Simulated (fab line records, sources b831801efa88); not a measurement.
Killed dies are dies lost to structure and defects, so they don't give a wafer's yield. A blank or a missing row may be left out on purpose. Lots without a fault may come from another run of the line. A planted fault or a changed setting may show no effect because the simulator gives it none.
Which tool did it? | flow gf180mcu | 11 lots, 33 wafers sampled, at 4 steps of a route of 602

WHAT THE GAUGES READ, wafer by wafer
GF_V3_THK_MEAS_03.
lot  | measured     | on            | V3_CVD_02_THK (nm)
L918 | day 22 01:11 | film_metro-01 | 861 848 872
L919 | day 22 06:13 | film_metro-01 | 874 870 869
L920 | day 23 00:06 | film_metro-02 | 850 840 865
L921 | day 23 05:35 | film_metro-01 | 832 840 850
L928 | day 25 15:16 | film_metro-03 | 575 586 587
L929 | day 25 20:55 | film_metro-03 | 592 571 596
L930 | day 25 22:10 | film_metro-03 | 830 852 846
L931 | day 26 13:59 | film_metro-02 | 863 849 857
L932 | day 26 20:36 | film_metro-01 | 849 853 858
L933 | day 27 04:18 | film_metro-03 | 833 846 857
L940 | day 29 01:07 | film_metro-02 | 847 859 854

WHICH TOOL RAN EACH LOT (tool, then ch and the chambers of the sampled wafers, then the start)
lot  | GF_V2_SPUTTER_21             | GF_M3_METAL_ETCH_16               | GF_V3_CVD_02
L918 | pvd_sputter-04, day 20 23:20 | rie_metal-01 ch 1, day 22 00:13   | pecvd-01 ch 0,1, day 22 01:06
L919 | pvd_sputter-04, day 21 04:24 | rie_metal-01 ch 1, day 22 05:19   | pecvd-01 ch 0,1,2, day 22 06:09
L920 | pvd_sputter-03, day 21 22:53 | rie_metal-02 ch 0,1, day 22 23:13 | pecvd-03 ch 0,2, day 23 00:01
L921 | pvd_sputter-02, day 22 03:56 | rie_metal-01 ch 0,1, day 23 04:43 | pecvd-04 ch 0,1, day 23 05:31
L928 | pvd_sputter-03, day 24 15:23 | rie_metal-03 ch 0,1, day 25 14:25 | pecvd-01 ch 0,2, day 25 15:10
L929 | pvd_sputter-03, day 24 21:56 | rie_metal-03 ch 0,1, day 25 20:02 | pecvd-01 ch 0,1,2, day 25 20:50
L930 | pvd_sputter-03, day 24 23:37 | rie_metal-02 ch 0, day 25 21:13   | pecvd-03 ch 0,1,2, day 25 22:05
L931 | pvd_sputter-02, day 25 15:25 | rie_metal-02 ch 0,1, day 26 13:08 | pecvd-03 ch 0,1,2, day 26 13:55
L932 | pvd_sputter-02, day 25 21:41 | rie_metal-01 ch 0,1, day 26 19:40 | pecvd-04 ch 1,2, day 26 20:27
L933 | pvd_sputter-02, day 26 05:42 | rie_metal-01 ch 0,1, day 27 03:25 | pecvd-03 ch 0,1, day 27 04:14
L940 | pvd_sputter-02, day 28 04:16 | rie_metal-02 ch 0,1, day 29 00:14 | pecvd-04 ch 0,1, day 29 01:02
- GF_V2_SPUTTER_21: material Ti, target thk 15 nm, time 80.02 s.
- GF_M3_METAL_ETCH_16: etches the open film in Cl2/BCl3, stops on SiO2, target depth 750.8 nm, time 125.1 s.
- GF_V3_CVD_02: deposits SiO2 from TEOS, target thk 850 nm, time 94.851 s.

WHAT THE TOOLS THEMSELVES READ (means of the sampled wafers that have a number; where no wafer has one, the mark that the record gives instead)
GF_V2_SPUTTER_21.
lot  | tool           | throttle_valve_pct (%)
L918 | pvd_sputter-04 | 30.3
L919 | pvd_sputter-04 | 29.4
L920 | pvd_sputter-03 | 30.7
L921 | pvd_sputter-02 | 29.3
L928 | pvd_sputter-03 | 31.1
L929 | pvd_sputter-03 | 31.7
L930 | pvd_sputter-03 | 31.5
L931 | pvd_sputter-02 | 29.1
L932 | pvd_sputter-02 | 31.0
L933 | pvd_sputter-02 | 30.8
L940 | pvd_sputter-02 | 32.6

GF_M3_METAL_ETCH_16.
lot  | tool         | bcl3_flow_sccm (sccm) | drypump_motor_current_A (A) | mfc_cl2_sccm (sccm) | oes_product_au (a.u.) | throttle_valve_pct (%)
L918 | rie_metal-01 | 40.07                 | 5.4                         | 79.96               | 0.984                 | 28.233
L919 | rie_metal-01 | 40.07                 | 5.4                         | 79.93               | 0.986                 | 28.230
L920 | rie_metal-02 | 39.83                 | 5.7                         | 80.14               | 0.993                 | 28.230
L921 | rie_metal-01 | 40.07                 | 5.6                         | 80.16               | 0.987                 | 28.238
L928 | rie_metal-03 | 39.99                 | 5.7                         | 79.93               | 0.996                 | 28.221
L929 | rie_metal-03 | 39.93                 | 5.8                         | 79.65               | 0.992                 | 28.231
L930 | rie_metal-02 | 39.95                 | 5.1                         | 80.04               | 0.986                 | 28.235
L931 | rie_metal-02 | 40.03                 | 5.7                         | 79.85               | 0.994                 | 28.218
L932 | rie_metal-01 | 39.98                 | 5.7                         | 79.89               | 0.986                 | 28.238
L933 | rie_metal-01 | 39.97                 | 5.8                         | 80.04               | 0.985                 | 28.238
L940 | rie_metal-02 | 40.01                 | 5.7                         | 79.89               | 0.995                 | 28.230

GF_V3_CVD_02.
lot  | tool     | heater_power_w (W)
L918 | pecvd-01 | 727
L919 | pecvd-01 | 659
L920 | pecvd-03 | 682
L921 | pecvd-04 | 696
L928 | pecvd-01 | 691
L929 | pecvd-01 | 687
L930 | pecvd-03 | 662
L931 | pecvd-03 | 655
L932 | pecvd-04 | 616
L933 | pecvd-03 | 590
L940 | pecvd-04 | 692

THE ANSWER, worked out from the rows above alone
Rule: what is usual is taken from the lots themselves. Put in order of their means at a reading, lots are off if they are a third of the lots or fewer, leave a main group of 4 or more, and stand apart from it by a gap of 3 or more times the standard deviation of the main group's means; of several such gaps the widest counts. A main group whose means are all the same, to the digits that the tables above print for the reading, isn't used. A lot without any number at a reading at which 4 lots or more have one is off too. The other lots that the step has rows for count as sound. The gauges are gone through in route order, then the tools' own readings, and for those a lot's mean is taken as printed above. The first step at which some lot is off is used, and at that step the reading that is off furthest; a lot without a number counts as furthest.
Off: L928, L929, at GF_V3_THK_MEAS_03 (V3_CVD_02_THK). The main group: mean 853 nm, standard deviation 8.9.
A tool fits if, at a process step before that reading, it ran every lot that is off, and no sound lot after the first of them. The gauges at GF_V3_THK_MEAS_03 are tried like those tools. Can't be told from this: 2 tools fit, rie_metal-03 at GF_M3_METAL_ETCH_16, pecvd-01 at GF_V3_CVD_02.

WHAT THE SIMULATOR HAD PUT IN
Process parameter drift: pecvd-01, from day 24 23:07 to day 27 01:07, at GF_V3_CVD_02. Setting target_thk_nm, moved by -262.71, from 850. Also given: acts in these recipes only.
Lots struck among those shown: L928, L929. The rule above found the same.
